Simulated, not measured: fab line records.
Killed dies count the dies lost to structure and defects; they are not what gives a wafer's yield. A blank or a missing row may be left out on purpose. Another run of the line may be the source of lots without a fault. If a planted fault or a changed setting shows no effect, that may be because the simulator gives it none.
A struck lot beside a sound one    flow sky130    16 out of 708 route steps
Sound: the wafers L459.2, L459.5, L459.6. Wafers L477.1, L477.3, L477.6 were the ones struck. At the end, the cause is stated.
At each step with rows: each side's tool, then ch and its chambers, then its first start. Under that, the readings that differ: sound wafers    struck wafers    difference of the means    sigmas: that difference in standard deviations of wafers without a fault.
alike: readings whose means differ by less than 2 such deviations, and words and numbers that are the same on both sides. not compared: withheld readings, readings that some wafer has no value for, bounds like >300 that may hide the same value, and numbers for which the record gives no deviation and whose values overlap.
A row with sigmas, a row that says differs or no value, or rows on one side alone: a step with any of these is where the two part. Numbers that don't overlap but have no deviation are shown without sigmas and don't part them. A reading that every wafer of one side lacks parts them only if that side has two wafers or more.

SKY_NWELL_RS_MEAS_29: a four-point-probe measurement.
  sound on film-metro-01, day 5 21:46; struck on film-metro-04, day 10 13:34
  alike: NWELL_RS
SKY_NWELL_RS_MEAS_31: a four-point-probe measurement.
  sound on film-metro-01, day 5 22:01; struck on film-metro-04, day 10 13:48
  alike: PWDE_RS
then, 7 steps without rows for these wafers: SKY_VT_ADJUST_HVTP_DEHYDRATE_00 (time 60 s); SKY_VT_ADJUST_HVTP_HMDS_01 (prime time 60 s); SKY_VT_ADJUST_HVTP_COAT_02 (resist thk 1140 nm); SKY_VT_ADJUST_HVTP_SOFTBAKE_03 (time 60 s); SKY_VT_ADJUST_HVTP_EXPOSE_04 (exposes mask HVTPM, target cd 380 nm); SKY_VT_ADJUST_HVTP_PEB_05; SKY_VT_ADJUST_HVTP_DEVELOP_06 (develop time 60 s).
SKY_VT_ADJUST_HVTP_CD_MEAS_07 targets a cd of 380 nm.
  sound on cd-sem-01, day 6 16:50; struck on cd-sem-01, day 11 13:34
  alike: cd-nm
SKY_VT_ADJUST_HVTP_OVL_MEAS_08:
  sound on overlay-02, day 6 16:56; struck on overlay-02, day 11 13:41
  alike: VT_ADJUST_HVTP_OVL
SKY_VT_ADJUST_HVTP_IMPLANT_09:
  sound on implanter-02 ch 0, day 6 16:59; struck on implanter-03 ch 0, day 11 13:44
reading             sound                          struck                        difference  sigmas
dose-ions-cm2       4.301e+12 4.304e+12 4.293e+12  4.81e+12 4.809e+12 4.804e+12  +5.08e+11   +99 or more
faraday-current-uA  24.9 23.8 25.2                 27.5 26.2 27.3                +2.4        +5
  alike: beam-on-s
SKY_VT_ADJUST_HVTP_STRIP_10: strips in O2/N2.
  sound on plasma-asher-04 ch 0,1, day 6 17:07; struck on plasma-asher-04 ch 0,1, day 11 13:53
  alike: drypump-motor-current-A, oes-product-au, strip-time-to-endpoint-s
  not compared: rf-hours-counter-h
SKY_VT_ADJUST_HVTP_TW_MEAS_11:
  sound on film-metro-03, day 6 17:14; struck on film-metro-01, day 11 13:59
reading            sound           struck          difference  sigmas
VT_ADJUST_HVTP_TW  1370 1374 1373  1399 1399 1401  +27         +2
then, 1 step without rows for these wafers: SKY_VT_ADJUST_LVTN_DEHYDRATE_00 (time 60 s).
-- the record jumps here: 39 days lie between the struck wafers' starts before and after (it left off in module VT_ADJUST_LVTN and takes up again in module PAD_OPEN, whose first step shown is number 708 of the route) --
SKY_PAD_OPEN_PROBE_99:
  sound on prober-02, day 46 07:25; struck on prober-02, day 50 11:35
reading                                   sound                 struck                difference  sigmas
model.etest.tip-p.rs-ohm-sq               6850 6979 6983        7392 7312 7391        +428        
model.etest.pfet_01v8.r-on-ohm-um         2988 2942 2983        3196 3179 3156        +206        
model.etest.pfet_01v8.drive-ua-um         187.5 188.7 185.8     166.4 167.6 168       -20.0       
model.etest.pfet_01v8_mvt.drive-ua-um     147.2 149.4 146.5     131.9 131.6 132.5     -15.7       
model.etest.pfet_01v8_hvt.drive-ua-um     139.4 141.7 138.3     124.3 126.3 126       -14.3       
model.etest.sram-pfet-latch.drive-ua-um   135.8 136.3 140.4     128.2 127.8 124.1     -10.8       
model.etest.pfet_01v8.off-log10-a-um      -10.09 -9.94 -10.07   -11.96 -11.9 -11.84   -1.87       
model.etest.pfet_01v8_mvt.off-log10-a-um  -11.07 -11.05 -11.12  -12.46 -12.38 -12.41  -1.34       
  alike: killed_at_M0_to_M3, killed_at_M4_up, killed-at-contacts, killed-at-front-end, killed-at-other, killed-dies, killed-open, killed-short

== WHERE THEY PART ==
Last at SKY_VT_ADJUST_HVTP_TW_MEAS_11 as far as this record goes, first at SKY_VT_ADJUST_HVTP_IMPLANT_09. Later steps at which nothing parts them and some readings are alike: SKY_PAD_OPEN_PROBE_99.

WHY: what the simulator had put in
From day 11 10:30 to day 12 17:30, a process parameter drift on implanter-03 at SKY_VT_ADJUST_HVTP_IMPLANT_09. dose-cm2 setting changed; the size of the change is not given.
